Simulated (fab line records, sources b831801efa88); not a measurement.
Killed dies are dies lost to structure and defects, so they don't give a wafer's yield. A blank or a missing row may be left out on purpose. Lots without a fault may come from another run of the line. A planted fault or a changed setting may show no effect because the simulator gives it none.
Problem report in the 8D (eight disciplines) form, filled by code | flow gf180mcu | the parts of the form that need people (team, actions taken, sign-off) are left out

1. THE PROBLEM
dose_ions_cm2 at GF_HV_LDD_IMPLANT_34 reads a mean of 8.4e+12 on 6 wafers of 2 lots; wafers without a fault read 7.5e+12 with a standard deviation of 9.2e+09. That is +99 or more standard deviations from the usual mean.
First seen on wafer L217.1, day 15 18:55, on implanter-04. The record holds 42 wafers of 14 lots with a number at this step. Rule for "out", or "out of limits": more than 4 standard deviations from the usual mean. The other wafers with a number count as sound.

2. WHAT IT IS AND WHAT IT IS NOT
question                    | is                                | is not
which readings at this step | dose_ions_cm2, faraday_current_uA | end_station_pressure_torr
which lots                  | L217, L219                        | L204, L206, L207, L208, L209, L210, L212, L213, L223, L225, L226, L227
which wafers of those lots  | all that have a number            | -
read on which tools         | implanter-04                      | implanter-01, implanter-02
when                        | from day 15 18:55                 | up to then (24 sound wafers); but 12 sound wafers of L223, L225, L226, L227 came after

3. SUSPECTS, AND WHAT RULES EACH OUT
Counting: a tool at a process step up to the reading stays a suspect if it ran every lot that is out and no sound lot after the first of them.
- implanter-04 at GF_HV_LDD_IMPLANT_34: kept. It ran every lot that is out, first L217 (day 15 18:55), and no sound lot after that; its last sound lot up to then is L212 (day 14 04:25). Its own readings are out on those wafers: dose_ions_cm2, faraday_current_uA.
Left after counting: implanter-04 at GF_HV_LDD_IMPLANT_34.

4. THE CAUSE (what the simulator had put in)
Process parameter drift: implanter-04, from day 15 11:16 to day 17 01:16, at GF_HV_LDD_IMPLANT_34. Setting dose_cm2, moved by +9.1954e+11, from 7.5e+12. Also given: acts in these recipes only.
Counting left only this tool.

5. THE CHAIN OF EFFECTS, in route order
Each row: a reading whose mean over the struck wafers that have a number lies more than 3 standard deviations from the usual. Only readings for which the record gives a usual standard deviation are gone through. hours: the time from each lot's start at the first step in this table that gives one to its start at this step, as a median over the lots. sigmas: the change in usual standard deviations.
hours | step                 | reading            | usual   | on struck wafers | change   | sigmas
0     | GF_HV_LDD_IMPLANT_34 | dose_ions_cm2      | 7.5e+12 | 8.4e+12          | +9.1e+11 | +99 or more
0     | GF_HV_LDD_IMPLANT_34 | faraday_current_uA | 42.4    | 47.9             | +5.5     | +7.3
The process steps in it:
- GF_HV_LDD_IMPLANT_34

6. WHAT WOULD HAVE CAUGHT IT SOONER
In this record the first reading out of limits was taken at day 15 18:55, 8 hours after the fault began at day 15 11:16.
